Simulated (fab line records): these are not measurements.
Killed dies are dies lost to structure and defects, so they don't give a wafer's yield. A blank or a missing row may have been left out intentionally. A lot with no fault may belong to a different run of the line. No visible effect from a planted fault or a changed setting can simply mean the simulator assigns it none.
Matching of chambers :: flow sfq_line :: SFQ_TRILAYER_I1_CMP_CMP_046 on cmp-01: 4 sister chambers
The step polishes SiO2. 4 wafers are shown with their chamber, then 7 later ones without.

WAFERS, EACH WITH ITS CHAMBER
wafer: L516.1
chamber: 2
motor_current_A (A): 9.9

wafer: L519.3
chamber: 3
motor_current_A (A): 11.8

wafer: L528.1
chamber: 1
motor_current_A (A): 8.7

wafer: L528.2
chamber: 0
motor_current_A (A): 11.1

WAFERS WHOSE CHAMBER IS MISSING
wafer: L528.5
motor_current_A (A): 9.9

wafer: L530.4
motor_current_A (A): 10.1

wafer: L530.1
motor_current_A (A): 10.7

wafer: L530.2
motor_current_A (A): 8.3

wafer: L531.1
motor_current_A (A): 10.5

wafer: L531.2
motor_current_A (A): 11.7

wafer: L531.5
motor_current_A (A): 10.6

EACH ONE'S CHAMBER
wafer: L528.5
from the rows above: 2
in truth: 2

wafer: L530.4
from the rows above: 2
in truth: 2

wafer: L530.1
from the rows above: can't be placed: 0 or 2 or 3
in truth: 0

wafer: L530.2
from the rows above: 1
in truth: 1

wafer: L531.1
from the rows above: can't be placed: 0 or 2 or 3
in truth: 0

wafer: L531.2
from the rows above: can't be placed: 3 or 0
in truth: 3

wafer: L531.5
from the rows above: can't be placed: 0 or 2 or 3
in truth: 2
3 of 7 placed correctly. These rows do not allow placing 4 (true chamber among the candidates in 4). 0 placed wrongly.
How it was worked out, from the rows above alone: a wafer's distance from a chamber is the root of the sum, over the readings, of the square of ((its reading less the chamber's mean) divided by the reading's scatter). If the next closest chamber is less than 2 further off than the closest, the wafer can't be placed; otherwise it belongs to the closest. The mean given for a chamber averages the wafers shown for that chamber. The scatter: root of mean squared gap, hidden wafer to nearest shown wafer, with one shown wafer a chamber.
